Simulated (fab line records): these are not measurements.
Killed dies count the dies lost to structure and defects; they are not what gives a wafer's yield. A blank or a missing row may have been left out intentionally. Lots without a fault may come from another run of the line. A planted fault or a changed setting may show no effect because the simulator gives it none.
Struck lot and sound lot, side by side || flow sfq line || 42 steps out of a route of 325
Sound: wafers L431.1, L431.3, L431.5. Struck: wafers L441.2, L441.6. The cause is named last.
Each step with rows lists, per side, the tool, then ch with its chambers, then its first start. Under that, the readings that differ: sound wafers || struck wafers || difference of the means || sigmas: that difference in standard deviations of wafers without a fault.
alike: readings whose means differ by less than 2 such deviations, and words and numbers that are the same on both sides. not compared: withheld readings, readings that some wafer has no value for, bounds like >300 that may hide the same value, and numbers for which the record gives no deviation and whose values overlap.
The two part at a step that has a row with sigmas, a row that says differs or no value, or rows on one side only. Numbers that don't overlap but have no deviation are shown without sigmas and don't part them. Lack of a reading on every wafer of one side parts them only where that side has two or more wafers.

first, 6 steps without rows for these wafers: SFQ_TRILAYER_C5_LITHO_COAT_156 (resist thk 62 nm); SFQ_TRILAYER_C5_LITHO_COAT_151 (resist thk 650 nm); SFQ_TRILAYER_C5_LITHO_SOFTBAKE_155; SFQ_TRILAYER_C5_LITHO_EXPOSE_152 (exposes mask C5, target cd 500 nm); SFQ_TRILAYER_C5_LITHO_PEB_154 (peb time 60 s); SFQ_TRILAYER_C5_LITHO_DEVELOP_153 (time 60 s).
SFQ_C5_OVL_MEAS_937:
  sound on overlay-02, day 61 12:55; struck on overlay-01, day 70 09:46
  alike: C5_OVL
SFQ_TRILAYER_C5_BARC_OPEN_VIA_ETCH_210: etches BARC in O2, target depth 125 nm, time 41.7 s.
  sound on rie diel-03 ch 0,1,3, day 61 12:57; struck on rie diel-02 ch 0, day 70 09:48
{"reading": "rf fwd power W (W)", "sound": "494.8 489.3 493.5", "struck": "495.6 499.7", "difference": "+5.1", "sigmas": "+2"}
  alike: drypump motor current A, oes product au
  not compared: rf hours counter h
SFQ_TRILAYER_C5_ETCH_VIA_ETCH_154: etches SiO2 in CHF3, stops on Nb, target depth 84 nm.
  sound on rie diel-03 ch 0,1,3, day 61 12:59; struck on rie diel-02 ch 0, day 70 09:50
  alike: drypump motor current A, oes product au, rf fwd power W
SFQ_TRILAYER_C5_STRIP_STRIP_155: strips in O2.
  sound on rie metal-04 ch 0, day 61 13:02; struck on rie metal-02 ch 0,1, day 70 09:53
  alike: drypump motor current A, oes product au
  not compared: rf hours counter h
then, 2 steps without rows for these wafers: SFQ_TRILAYER_C5_STRIP_SOLV_CLEAN_156 (cleans in NMP, time 600 s); SFQ_TRILAYER_M6_DEP_PRE_CLEAN_158 (time 22.5 s).
SFQ_TRILAYER_M6_DEP_SPUTTER_157: material Nb, target thk 200 nm, time 133.3 s.
  sound on pvd sputter-04, day 61 14:27; struck on pvd sputter-06, day 70 10:41
{"reading": "model.Nb_of_TRILAYER_M6_DEP_SPUTTER_157.thk nm (nm)", "sound": "196.8 199 198.6", "struck": "334.1 336.7", "difference": "+137.3", "sigmas": ""}
  alike: throttle valve pct
SFQ_M6_RS_MEAS_938: the measuring method here is four-point-probe.
  sound on film metro-04, day 61 14:32; struck on film metro-01, day 70 10:48
{"reading": "M6_NB_RS (ohm/sq)", "sound": "0.905 0.894 0.896", "struck": "0.530 0.526", "difference": -0.370, "sigmas": -40}
then, 6 steps without rows for these wafers: SFQ_TRILAYER_M6_LITHO_COAT_164 (resist thk 62 nm); SFQ_TRILAYER_M6_LITHO_COAT_159 (resist thk 600 nm); SFQ_TRILAYER_M6_LITHO_SOFTBAKE_163; SFQ_TRILAYER_M6_LITHO_EXPOSE_160 (exposes mask M6, target cd 500 nm); SFQ_TRILAYER_M6_LITHO_PEB_162 (peb time 60 s); SFQ_TRILAYER_M6_LITHO_DEVELOP_161 (time 60 s).
SFQ_M6_OVL_MEAS_940:
  sound on overlay-01, day 67 10:32; struck on overlay-02, day 71 15:25
  alike: M6_OVL
then, 1 step without rows for these wafers: SFQ_TRILAYER_M6_BARC_OPEN_METAL_ETCH_206 (etches BARC in O2, target depth 125 nm, time 41.7 s).
SFQ_TRILAYER_M6_ETCH_METAL_ETCH_162: etches Nb in Cl2/Ar, stops on SiO2, target depth 240 nm, time 120 s.
  sound on rie metal-03 ch 0,1, day 67 10:38; struck on rie metal-04 ch 0, day 71 15:30
{"reading": "oes product au (a.u.)", "sound": "0.888 0.901 0.889", "struck": "1.014 1.017", "difference": "+0.123", "sigmas": "+18"}
  alike: drypump motor current A, rf fwd power W
  not compared: rf hours counter h
then, 4 steps without rows for these wafers: SFQ_TRILAYER_M6_STRIP_STRIP_163 (strips in O2); SFQ_TRILAYER_M6_STRIP_SOLV_CLEAN_164 (cleans in NMP, time 600 s); SFQ_TRILAYER_I6_DEP_PECVD_165 (deposits SiO2 from SiH4/N2O, time 111.11 s, target thk 500 nm); SFQ_TRILAYER_I6_CMP_CMP_166 (polishes SiO2).
SFQ_I6_BOW_MEAS_941:
  sound on film metro-02, day 67 14:37; struck on film metro-02, day 71 20:07
  alike: I6_BOW
then, 7 steps without rows for these wafers: SFQ_TRILAYER_I6_METRO_MEASURE_167; SFQ_TRILAYER_I6_VIA_LITHO_COAT_174 (resist thk 62 nm); SFQ_TRILAYER_I6_VIA_LITHO_COAT_169 (resist thk 650 nm); SFQ_TRILAYER_I6_VIA_LITHO_SOFTBAKE_173; SFQ_TRILAYER_I6_VIA_LITHO_EXPOSE_170 (exposes mask I6, target cd 700 nm); SFQ_TRILAYER_I6_VIA_LITHO_PEB_172 (peb time 60 s); SFQ_TRILAYER_I6_VIA_LITHO_DEVELOP_171 (time 60 s).
SFQ_I6_OVL_MEAS_942:
  sound on overlay-01, day 69 04:57; struck on overlay-02, day 72 23:37
  alike: I6_OVL
then, 1 step without rows for these wafers: SFQ_TRILAYER_I6_VIA_BARC_OPEN_VIA_ETCH_235 (etches BARC in O2, target depth 125 nm, time 41.7 s).
SFQ_TRILAYER_I6_VIA_ETCH_VIA_ETCH_172: etches SiO2 in CHF3, stops on Nb, target depth 260 nm.
  sound on rie diel-03 ch 0,2,3, day 69 05:02; struck on rie diel-02 ch 0,2, day 72 23:41
  alike: drypump motor current A, oes product au, rf fwd power W
SFQ_TRILAYER_I6_VIA_STRIP_STRIP_173: strips in O2.
  sound on rie metal-02 ch 0,1, day 69 05:08; struck on rie metal-04 ch 1, day 72 23:47
  alike: drypump motor current A, oes product au
  not compared: rf hours counter h
then, 2 steps without rows for these wafers: SFQ_TRILAYER_I6_VIA_STRIP_SOLV_CLEAN_174 (cleans in NMP, time 600 s); SFQ_TRILAYER_M7_DEP_PRE_CLEAN_176 (time 22.5 s).
-- the record jumps here: 7 days lie between the struck wafers' starts before and after --
SFQ_M8_BOW_MEAS_951:
  sound on film metro-02, day 75 08:46; struck on film metro-04, day 80 04:44
{"reading": "model.etest.m6.comb log10 ohm", "sound": "12 12 12", "struck": "0 0", "difference": -12, "sigmas": ""}
{"reading": "model.etest.m6.ohm sq", "sound": "0.9031 0.8928 0.8949", "struck": "0.5319 0.5277", "difference": -0.3671, "sigmas": ""}
  alike: M8_BOW

WHERE THEY PART
Earliest at SFQ_TRILAYER_C5_BARC_OPEN_VIA_ETCH_210; latest, in this record, at SFQ_TRILAYER_M6_ETCH_METAL_ETCH_162. Later steps at which nothing parts them and some readings are alike: SFQ_I6_BOW_MEAS_941, SFQ_I6_OVL_MEAS_942, SFQ_TRILAYER_I6_VIA_ETCH_VIA_ETCH_172, SFQ_TRILAYER_I6_VIA_STRIP_STRIP_173, SFQ_M8_BOW_MEAS_951.

WHY: whatever the simulator had introduced
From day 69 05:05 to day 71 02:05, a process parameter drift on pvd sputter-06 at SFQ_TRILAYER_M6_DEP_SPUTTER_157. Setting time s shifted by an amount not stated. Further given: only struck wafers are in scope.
